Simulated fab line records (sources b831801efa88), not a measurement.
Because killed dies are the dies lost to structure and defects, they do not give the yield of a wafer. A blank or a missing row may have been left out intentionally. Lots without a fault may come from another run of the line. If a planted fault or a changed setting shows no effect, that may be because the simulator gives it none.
2 desks, one fault + flow sky130 + every desk sees just its own numbers, and what lay behind them comes last

== AT THE METROLOGY DESK ==
What the gauges read for every lot (on any tool): the sampled wafers with a number, averaged. A lot is out of limits, marked OUT, if its mean lies more than 4 standard deviations from the usual mean; the brackets give that distance.
Columns: A = CONTACT_OVL at SKY_CONTACT_OVL_MEAS_15, usual -3 nm; B = VIA1_OVL at SKY_VIA1_OVL_MEAS_13, usual 1 nm
| lot  | first seen here | A   | B  |
|------|-----------------|-----|----|
| L625 | day 30 06:07    | 3   | 2  |
| L627 | day 32 11:36    | -2  | -4 |
| L629 | day 33 10:42    | 3   | 0  |
| L630 | day 33 15:53    | -3  | 7  |
| L633 | day 34 22:29    | -5  | -4 |
| L636 | day 35 17:08    | -4  | -7 |
| L641 | day 37 12:07    | -19 | 1  |
| L640 | day 37 15:18    | 1   | 7  |
| L637 | day 37 16:52    | 0   | 3  |
| L639 | day 37 17:13    | -6  | -1 |
| L642 | day 37 18:44    | -3  | -3 |
| L644 | day 37 20:11    | -4  | -2 |
| L648 | day 39 13:38    | -2  | 6  |
This desk's verdict: no lot among the 13 shows anything out of limits.

== FOR THE TOOL OWNER'S DESK: pvd-sputter-01 ==
The tool's own readings at SKY_METAL3_SPUTTER_03 (material Ti, target thk 5 nm, time 3.3 s): means of the sampled wafers that have a number, for each lot that ran on this tool. A lot is out of limits, marked OUT, if its mean lies more than 4 standard deviations from the usual mean; the brackets give that distance.
Columns: A = chamber-pressure-pa at SKY_METAL3_SPUTTER_03, usual 0.4000 Pa; B = throttle-valve-pct at SKY_METAL3_SPUTTER_03, usual 30.0 %
| lot  | first seen here | A                | B    |
|------|-----------------|------------------|------|
| L625 | day 35 01:33    | 0.4006           | 30.0 |
| L627 | day 37 01:07    | 0.4006           | 29.5 |
| L629 | day 37 23:06    | 0.4001           | 29.0 |
| L636 | day 40 06:48    | 0.3991           | 30.4 |
| L641 | day 41 22:31    | 0.3999           | 29.9 |
| L639 | day 42 03:32    | 0.4381 (+49) OUT | 29.1 |
| L644 | day 42 07:16    | 0.4388 (+50) OUT | 29.0 |
This desk's verdict: out of limits on L639, L644, starting with L639 at day 42 03:32 (chamber-pressure-pa at SKY_METAL3_SPUTTER_03). L625, L627, L629, L636, L641 stayed within limits.

== BROUGHT TOGETHER ==
On L639, L644, at day 42 03:32, an alarm was possible from the tool owner's desk.
Metrology desk: nothing out of limits seen.
The metrology desk has L639, L644 on record, within its limits.
Of the lots named, all ran SKY_METAL3_SPUTTER_03 on pvd-sputter-01.

== WHAT THE SIMULATOR HAD INSERTED ==
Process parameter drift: pvd-sputter-01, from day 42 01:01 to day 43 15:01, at SKY_METAL3_SPUTTER_03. From 0.4, the setting chamber-pressure-pa moved by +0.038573. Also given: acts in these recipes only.
Struck lots among those shown: L639, L644.
Hours from the fault's start to each desk's first reading out of limits: the tool owner's desk, 3.
